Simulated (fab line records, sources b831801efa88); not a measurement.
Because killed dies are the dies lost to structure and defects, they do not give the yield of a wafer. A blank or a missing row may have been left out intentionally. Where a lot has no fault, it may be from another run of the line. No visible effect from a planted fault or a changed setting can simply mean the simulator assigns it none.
8D (eight disciplines) problem report, filled in by code | flow gf180mcu | the parts of the form that need people (team, actions taken, sign-off) are left out

== 1. WHAT WENT WRONG ==
Mean of cd nm at GF_PSD_CD_MEAS_07: 422.8 nm across 6 wafers in 2 lots; on wafers with no fault it is 399.7 nm (standard deviation 2.1). That is +11 standard deviations from the usual mean.
The step: target cd 400 nm.
Earliest sighting: wafer L696.2 on cd sem-01 at day 19 00:53. The record holds 39 wafers of 13 lots with a number at this step. The rule behind "out" and "out of limits": a value lying over 4 standard deviations away from the usual mean. Any other wafer with a number is counted as sound.

== 2. WHAT IT IS; WHAT IT IS NOT ==
question                    | is                     | is not
which readings at this step | cd nm                  | -
which lots                  | L696, L697             | L683, L685, L689, L690, L695, L700, L701, L702, L703, L704, L705
which wafers of those lots  | all that have a number | -
read on which gauges        | cd sem-01              | cd sem-02
when                        | from day 19 00:53      | up to then (15 sound wafers); but 18 sound wafers of L700, L701, L702, L703, L704, L705 came after

== 3. WHAT RULES OUT EACH SUSPECT ==
Counting: any tool at a process step up to the reading is kept as a suspect provided that every lot that is out went through it and no sound lot did after the first of them.
- the gauge at GF_PSD_CD_MEAS_07: kept. All the wafers that are out were read on cd sem-01, and no step on other tools shows them out.
- litho track-02 at GF_PSD_DEVELOP_06 (develop time 60 s): kept. Every lot that is out went through it, starting with L696 (day 19 00:44), and after that it ran no sound lot; the last sound lot it ran before then is L695 (day 18 17:16).
After counting, litho track-02 at GF_PSD_DEVELOP_06 and cd sem-01 at GF_PSD_CD_MEAS_07 remain.

== 4. THE CAUSE (what the simulator had put in) ==
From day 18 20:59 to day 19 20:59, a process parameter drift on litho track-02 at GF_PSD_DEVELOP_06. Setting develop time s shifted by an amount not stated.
This tool is one of the 2 suspects left after counting.

== 5. SEQUENCE OF EFFECTS, ordered by route ==
Each row: a reading where the mean over the struck wafers with a number is more than 3 standard deviations away from the usual. Only readings whose record carries a usual standard deviation are examined. hours: median over the lots of the time between each lot's start at the first step of this table that gives one and its start at this step. sigmas: the change, counted in usual standard deviations.
hours | step              | reading | usual    | on struck wafers | change | sigmas
0     | GF_PSD_CD_MEAS_07 | cd nm   | 399.7 nm | 422.8            | +23.1  | +11

== 6. WHAT WOULD HAVE CAUGHT IT SOONER ==
Counted from the fault's start at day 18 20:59, it took 4 hours until the first out-of-limits reading at a measuring or inspecting step in this record, taken at day 19 00:53.
Among the 2 lots that are out, L697 began GF_PSD_DEVELOP_06 on litho track-02 after day 19 00:53. A hold on the tool at that time would have spared it.
